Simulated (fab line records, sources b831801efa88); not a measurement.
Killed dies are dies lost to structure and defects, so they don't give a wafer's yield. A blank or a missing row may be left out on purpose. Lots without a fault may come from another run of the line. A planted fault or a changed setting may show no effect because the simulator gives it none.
A struck lot beside a sound one | flow sky130 | 22 steps out of a route of 708
Sound: wafers L663.1, L663.2, L663.3. Struck: wafer L656.6. (L656.2, L656.5 of the same lot were not struck and are left out.) The cause comes at the end.
At each step with rows: each side's tool, then ch and its chambers, then its first start. Under that, the readings that differ: sound wafers | struck wafers | difference of the means | sigmas: that difference in standard deviations of wafers without a fault.
alike: readings whose means differ by less than 2 such deviations, and words and numbers that are the same on both sides. not compared: withheld readings, readings that some wafer has no value for, bounds like >300 that may hide the same value, and numbers for which the record gives no deviation and whose values overlap.
The two part at a step that has a row with sigmas, a row that says differs or no value, or rows on one side only. Numbers that don't overlap but have no deviation are shown without sigmas and don't part them. A reading that every wafer of one side lacks parts them only if that side has two wafers or more.

first, 1 step without rows for these wafers: SKY_SONOS_ONO_DEVELOP_12 (develop time 60 s).
SKY_SONOS_ONO_CD_MEAS_13: target cd 410 nm.
  sound on cd_sem-01, day 20 00:14; struck on cd_sem-02, day 17 16:01
  alike: cd_nm
SKY_SONOS_ONO_OVL_MEAS_14:
  sound on overlay-02, day 20 00:22; struck on overlay-02, day 17 16:07
  reading            | sound          | struck | difference | sigmas
  SONOS_ONO_OVL (nm) | -2.2 -0.8 -0.9 | -4.4   | -3.1       | -2
SKY_SONOS_ONO_ETCH_15: etches the open film in CHF3/O2, target depth 19.52 nm, time 7.8 s.
  sound on rie_diel-01 ch 0,1,2, day 20 00:23; struck on rie_diel-04 ch 0, day 17 16:08
  reading                     | sound       | struck | difference | sigmas
  drypump_motor_current_A (A) | 4.9 4.8 6.4 | 6.5    | +1.1       | +2
  alike: oes_product_au, throttle_valve_pct
  not compared: rf_hours_counter_h
then, 1 step without rows for these wafers: SKY_SONOS_ONO_WET_ETCH_16 (etches SiO2 in dHF, target depth 14 nm, time 280 s).
SKY_SONOS_ONO_STRIP_17: strips in O2/N2.
  sound on plasma_asher-02 ch 0,1, day 20 00:30; struck on plasma_asher-03 ch 0, day 17 16:15
  alike: drypump_motor_current_A, oes_product_au, strip_time_to_endpoint_s
  not compared: rf_hours_counter_h
then, 3 steps without rows for these wafers: SKY_SONOS_ONO_WET_ETCH_18 (etches Si3N4 in H3PO4, target depth 15 nm, time 172 s); SKY_GATE_OXIDE_CLEAN_00 (cleans in SC1/SC2, time 150 s); SKY_GATE_OXIDE_OXIDATION_01 (stabilise 600 s, purge 300 s, target thk 10.268 nm).
SKY_GATE_OXIDE_THK_MEAS_02:
  sound on film_metro-03, day 20 02:53; struck on film_metro-01, day 17 19:07
  alike: GATE_OXIDE_OXIDATION_00_THK
then, 2 steps without rows for these wafers: SKY_GATE_OXIDE_DEHYDRATE_03 (time 60 s); SKY_GATE_OXIDE_HMDS_04 (prime time 60 s).
SKY_GATE_OXIDE_COAT_05: resist thk 1140 nm.
  sound on litho_track-02 ch 0, day 20 18:11; struck on litho_track-01 ch 0, day 18 10:05
  reading                                         | sound                | struck | difference | sigmas
  spin_speed_rpm (rpm)                            | 2999.4 3001.9 3005.3 | 2997.9 | -4.3       | -2
  model.NOVOLAK_of_GATE_OXIDE_COAT_05.thk_nm (nm) | 1137 1138 1138       | 1063   | -75        |
then, 3 steps without rows for these wafers: SKY_GATE_OXIDE_SOFTBAKE_06 (time 60 s); SKY_GATE_OXIDE_EXPOSE_07 (exposes mask LVOM, target cd 600 nm); SKY_GATE_OXIDE_PEB_08.
SKY_GATE_OXIDE_DEVELOP_09: develop time 60 s.
  sound on litho_track-02 ch 0, day 21 09:08; struck on litho_track-03 ch 0, day 19 01:19
  reading                                         | sound          | struck | difference | sigmas
  model.NOVOLAK_of_GATE_OXIDE_COAT_05.thk_nm (nm) | 1137 1137 1138 | 1063   | -74        |
  alike: developer_temp_C
SKY_GATE_OXIDE_OVL_MEAS_10:
  sound on overlay-02, day 21 09:17; struck on overlay-02, day 19 01:26
  alike: GATE_OXIDE_OVL
then, 2 steps without rows for these wafers: SKY_GATE_OXIDE_IMPLANT_11; SKY_GATE_OXIDE_WET_ETCH_12 (etches SiO2 in dHF, target depth 16.8 nm, time 336 s).
SKY_GATE_OXIDE_STRIP_13: strips in O2/N2.
  sound on plasma_asher-02 ch 0,1, day 21 09:35; struck on plasma_asher-02 ch 0, day 19 01:43
  reading                      | sound             | struck | difference | sigmas
  strip_time_to_endpoint_s (s) | 14.15 14.13 14.16 | 13.28  | -0.87      | -21
  alike: drypump_motor_current_A, oes_product_au
  not compared: rf_hours_counter_h
SKY_GATE_OXIDE_TW_MEAS_14:
  sound on film_metro-02, day 21 09:41; struck on film_metro-02, day 19 01:50
  alike: GATE_OXIDE_TW

WHERE THEY PART
First at SKY_SONOS_ONO_OVL_MEAS_14; last, within this record, at SKY_GATE_OXIDE_STRIP_13. Later steps at which nothing parts them and some readings are alike: SKY_GATE_OXIDE_TW_MEAS_14.

WHY: what the simulator had put in
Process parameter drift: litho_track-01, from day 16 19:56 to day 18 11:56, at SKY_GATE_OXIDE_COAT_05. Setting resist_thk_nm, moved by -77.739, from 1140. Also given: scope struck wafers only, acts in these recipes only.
